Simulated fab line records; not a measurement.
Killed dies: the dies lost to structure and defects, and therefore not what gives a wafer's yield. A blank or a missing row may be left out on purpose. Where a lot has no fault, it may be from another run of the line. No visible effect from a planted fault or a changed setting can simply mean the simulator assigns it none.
A lot that was struck, set against a sound lot | flow sky130 | 35 out of 708 route steps
Sound: these wafers, L921.1, L921.2, L921.4. The struck wafers were L941.1, L941.2, L941.6. At the end, the cause is stated.
At each step with rows: each side's tool, then ch and its chambers, then its first start. Under that, the readings that differ: sound wafers | struck wafers | difference of the means | sigmas: that difference in standard deviations of wafers without a fault.
alike: same words and numbers on both sides, and readings whose means sit less than 2 such deviations apart. not compared: any withheld reading, any reading some wafer has no value for, any bound like >300 that may hide the same value, and any number with overlapping values for which the record gives no deviation.
The two part at a step that has a row with sigmas, a row that says differs or no value, or rows on one side only. Non-overlapping numbers with no deviation appear without sigmas and do not part them. A reading missing from all wafers of one side parts the sides only when that side holds two or more wafers.

first, 9 steps without rows for these wafers: SKY_VIA3_SPUTTER_20 (material TiN, target thk 20 nm, time 80 s); SKY_VIA3_CVD_21 (deposits W, target thk 390 nm, time 117.31 s); SKY_VIA3_CMP_24 (polishes, stops on SiO2, t overpolish 20 s, target thk 0 nm); SKY_METAL4_SPUTTER_00 (material Ti, target thk 15 nm, time 10 s); SKY_METAL4_SPUTTER_01 (material TiN, target thk 20 nm, time 16.7 s); SKY_METAL4_SPUTTER_02 (material AlCu, target thk 735 nm, time 39.1 s); SKY_METAL4_SPUTTER_03 (material Ti, target thk 5 nm, time 3.3 s); SKY_METAL4_SPUTTER_04 (material TiN, target thk 70 nm, time 58.3 s); SKY_CAP2M_CVD_00 (deposits SiO2, target thk 15.5 nm).
SKY_CAP2M_SPUTTER_02: material TiN, target thk 200 nm, time 166.7 s.
  sound on pvdSputter-03, day 40 05:36; struck on pvdSputter-03, day 45 22:49
reading                                  | sound                | struck               | difference | sigmas
chamberPressurePa (Pa)                   | 0.4001 0.4000 0.4001 | 0.4556 0.4553 0.4555 | +0.0554    | +62
model.TiN_of_CAP2M_SPUTTER_02.thkNm (nm) | 198.7 202.9 201.4    | 193.5 195.6 194      | -6.6       | 
  alike: substrateTempC, throttleValvePct
then, 7 steps without rows for these wafers: SKY_CAP2M_DEHYDRATE_05 (time 60 s); SKY_CAP2M_HMDS_06 (prime time 60 s); SKY_CAP2M_COAT_07 (resist thk 1140 nm); SKY_CAP2M_SOFTBAKE_08 (time 60 s); SKY_CAP2M_EXPOSE_09 (exposes mask CAP2M, target cd 1000 nm); SKY_CAP2M_PEB_10; SKY_CAP2M_DEVELOP_11 (develop time 60 s).
SKY_CAP2M_METAL_ETCH_13: etches TiN in Cl2/BCl3, stops on SiO2, target depth 220 nm, time 62.9 s.
  sound on rieMetal-04 ch 1, day 41 06:10; struck on rieMetal-02 ch 0, day 46 19:19
reading                         | sound             | struck            | difference | sigmas
oesProductAu (a.u.)             | 0.947 0.946 0.942 | 0.925 0.931 0.927 | -0.017     | -2
model.CAP2M.featureDepthNm (nm) | 198.7 202.9 201.4 | 193.5 195.6 194   | -6.6       | 
model.etch.depthNm (nm)         | 198.7 202.9 201.4 | 193.5 195.6 194   | -6.6       | 
  alike: drypumpMotorCurrentA, throttleValvePct
  not compared: rfHoursCounterH
then, 16 steps without rows for these wafers: SKY_CAP2M_STRIP_14 (strips in O2/N2); SKY_CAP2M_STRIP_15 (strips in post etch residue remover, time 1200 s); SKY_CAP2M_CLEAN_16 (cleans in IPA, time 180 s); SKY_CAP2M_CLEAN_17 (cleans in O3/DIW); SKY_METAL4_DEHYDRATE_05 (time 60 s); SKY_METAL4_HMDS_06 (prime time 60 s); SKY_METAL4_COAT_07 (resist thk 60 nm); SKY_METAL4_COAT_08 (resist thk 1140 nm); SKY_METAL4_SOFTBAKE_09 (time 90 s); SKY_METAL4_EXPOSE_10 (exposes mask MM4, target cd 300 nm); SKY_METAL4_PEB_11; SKY_METAL4_DEVELOP_12 (develop time 60 s); SKY_METAL4_DESCUM_15 (chemistry O2, time 8 s); SKY_METAL4_ETCH_16 (etches BARC in N2/H2, stops on SiO2, time 91.81 s, target depth 60 nm); SKY_METAL4_ETCH_17 (etches SiO2 in C4F8/O2/Ar, stops on TiN, time 3.9 s, target depth 15 nm); SKY_METAL4_METAL_ETCH_18 (etches the open film in Cl2/BCl3, stops on SiO2, target depth 845 nm, time 183.1 s).
SKY_METAL4_STRIP_20: strips in post etch residue remover, time 1200 s.
  sound on wetBench-01 ch 3, day 42 06:38; struck on wetBench-02 ch 3, day 47 16:14
reading                                  | sound             | struck            | difference | sigmas
model.TiN_of_CAP2M_SPUTTER_02.thkNm (nm) | 197.8 202.1 200.6 | 192.6 194.7 193.2 | -6.7       | 
  alike: tempC

== WHERE THEY PART ==
Earliest at SKY_CAP2M_SPUTTER_02; latest, in this record, at SKY_CAP2M_METAL_ETCH_13. Later steps at which nothing parts them and some readings are alike: SKY_METAL4_STRIP_20.

WHY: what had been put in by the simulator
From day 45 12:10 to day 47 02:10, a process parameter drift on pvdSputter-03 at SKY_CAP2M_SPUTTER_02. From 0.4, the setting chamberPressurePa moved by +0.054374. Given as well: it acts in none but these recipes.
